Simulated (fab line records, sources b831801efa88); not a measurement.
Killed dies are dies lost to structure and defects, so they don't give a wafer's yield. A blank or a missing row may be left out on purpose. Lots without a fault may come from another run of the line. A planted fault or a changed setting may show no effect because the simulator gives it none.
fab line records | flow gf180mcu
record lots=5 wafers=23
route steps=602 shown V5@557
start_h: hours from the record's first day to the start of the lot's first wafer shown | wait_h: hours since the lot's step before | " the same as in the row above | L1.1+2: a row that stands for several wafers | - no value, or no start given | * or withheld: withheld | < > ~ a bound
route shown NAME@n: a module of which the file shows steps, and the number in the route of the first | usual: mean/standard deviation of fault-free wafers | same: alike in all rows | chamber/n: place in a boat | sites: the reading at each site | _std_site: their standard deviation | _edge_site: outer sites' mean less inner sites' | radius_mm: how far each site lies from the wafer's centre | mask NAME#n: copy n | behind: the tool/chamber that last shaped the wafer | hold: why the lot was held/for how many hours/how that ended | device: the transistor (n, p or np) that didn't switch | end of line: the same wafers' tests at the end of the route | a step without rows: its recipe alone | killed: dies lost to structure and defects at the first sort, not the wafer's yield | map: a wafer's dies, x killed, . not, _ none there
set.NAME: the setting as run; set.NAME@STEP: as run at that earlier step | model.NAME: the simulator's own value behind a step, which no gauge read
lots whose settings were changed on purpose; a table a step, a row a wafer
## steps
# step GF_V5_ETCH_17
# recipe chemistry=C4F8/O2/Ar mask_material=KrF target=SiO2 stop_on=TiN source_w=1500 bias_w=1200 pressure_mtorr=40 c4f8_flow_sccm=withheld O2_flow_sccm=6 Ar_flow_sccm=300 time_s=withheld target_depth_a=8550
# usual oes_product_au=0.859/0.0046
# columns lot.wafer tool chamber start_h wait_h set.source_w set.leave_above_ref_nm@V5_CMP_04 oes_product_au model.V5.feature_depth_nm
L079.2 rie_diel-02 3 - - 1500 855 0.864 856
L079.3 " 0 " " 1500 855 0.857 854.9
L079.4 " 2 " " 1500 798.2 0.825 798.6
L079.5 " 2 " " 1665 798.2 0.831 801
L079.6 " 1 " " 1665 798.2 0.821 799.2
L080.2 rie_diel-02 2 - - 1500 855 0.861 855.1
L080.5 " 0 " " 1500 855 0.849 855.3
L080.6 " 3 " " 1500 855 0.854 855.8
L081.1 rie_diel-02 3 - - 1500 801.6 0.830 799.6
L081.2 " 1 " " 1500 801.6 0.829 802.8
L081.3 " 2 " " 1500 801.6 0.835 803.7
L081.4 " 0 " " 1500 855 0.866 856.1
L081.5 " 2 " " 1500 855 0.863 855.2
L082.1 rie_diel-01 1 - - 1434 793 0.831 794.5
L082.2 " 2 " " 1434 855 0.856 855.2
L082.3 " 0 " " 1434 855 0.860 854.9
L082.5 " 1 " " 1500 793 0.827 793.3
L082.6 " 2 " " 1500 855 0.855 853.6
L084.1 rie_diel-01 2 - - 1500 855 0.863 854.1
L084.2 " 1 " " 1633 829 0.837 831.8
L084.4 " 3 " " 1633 855 0.859 856.5
L084.5 " 0 " " 1633 829 0.851 831.6
L084.6 " 3 " " 1500 855 0.861 856.7
## key
split step=GF_V5_ETCH_17 setting=source_w stated=1500 by=wafer
response none clear
split outside_this_file step=GF_V5_CMP_04 setting=leave_above_ref_nm
# split outside_this_file: this setting was split too, and the file shows its column; the key of that split is in another file
